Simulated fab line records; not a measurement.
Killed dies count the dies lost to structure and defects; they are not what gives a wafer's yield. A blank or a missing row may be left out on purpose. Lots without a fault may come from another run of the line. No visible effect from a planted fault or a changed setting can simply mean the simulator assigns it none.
A single fault, viewed from 2 desks | flow sky130 | each desk has only its own numbers; what lay behind them comes last

== DESK OF THE TOOL OWNER: implanter-01 ==
The tool's own readings at SKY_LDD_N_IMPLANT_11: means of the sampled wafers that have a number, for each lot that ran on this tool. The brackets show how far a lot's mean lies from the usual mean; more than 4 standard deviations puts the lot out of limits, marked OUT.
Columns: A = dose ions cm2 at SKY_LDD_N_IMPLANT_11, usual 7.501e+13; B = faraday current uA at SKY_LDD_N_IMPLANT_11, usual 423
lot  | first seen here | A                   | B
L583 | day 18 07:44    | 7.506e+13           | 426
L589 | day 20 09:30    | 6.928e+13 (-68) OUT | 387 (-4.6) OUT
L590 | day 21 00:18    | 6.927e+13 (-68) OUT | 395
L600 | day 24 04:08    | 7.499e+13           | 427
This desk's verdict: out of limits on L589, L590, starting with L589 at day 20 09:30 (dose ions cm2 at SKY_LDD_N_IMPLANT_11). L583, L600: within limits.

== THE METROLOGY DESK ==
Lot by lot, what the gauges showed, no matter which tool ran the lot: averages of those sampled wafers that carry a number. The brackets show how far a lot's mean lies from the usual mean; more than 4 standard deviations puts the lot out of limits, marked OUT.
Columns: A = CONTACT_BOW at SKY_CONTACT_BOW_MEAS_05, usual 83 um
lot  | first seen here | A
L583 | day 30 22:10    | 86
L584 | day 30 23:41    | 82
L585 | day 31 16:55    | 88
L588 | day 32 12:06    | 79
L589 | day 32 18:42    | 86
L590 | day 33 15:54    | 81
L597 | day 35 10:28    | 80
L600 | day 35 22:11    | 83
L599 | day 36 03:18    | 83
L601 | day 36 13:40    | 77
L602 | day 36 19:09    | 89
L603 | day 37 01:07    | 82
L605 | day 37 20:19    | 83
This desk's finding: nothing out of limits on any of the 13 lots.

== ALL TOGETHER ==
An alarm could have come from the tool owner's desk at day 20 09:30, on L589, L590.
From the metrology desk's view, nothing was out of limits.
The metrology desk holds a record of L589, L590, inside its limits.
All the named lots went through SKY_LDD_N_IMPLANT_11 on implanter-01.

== WHAT HAD BEEN PUT IN BY THE SIMULATOR ==
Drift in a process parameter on implanter-01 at SKY_LDD_N_IMPLANT_11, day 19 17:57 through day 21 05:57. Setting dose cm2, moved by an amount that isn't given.
Shown lots that were struck: L589, L590.
Time in hours from fault onset to the first out-of-limits reading at each desk: the tool owner's desk, 16.
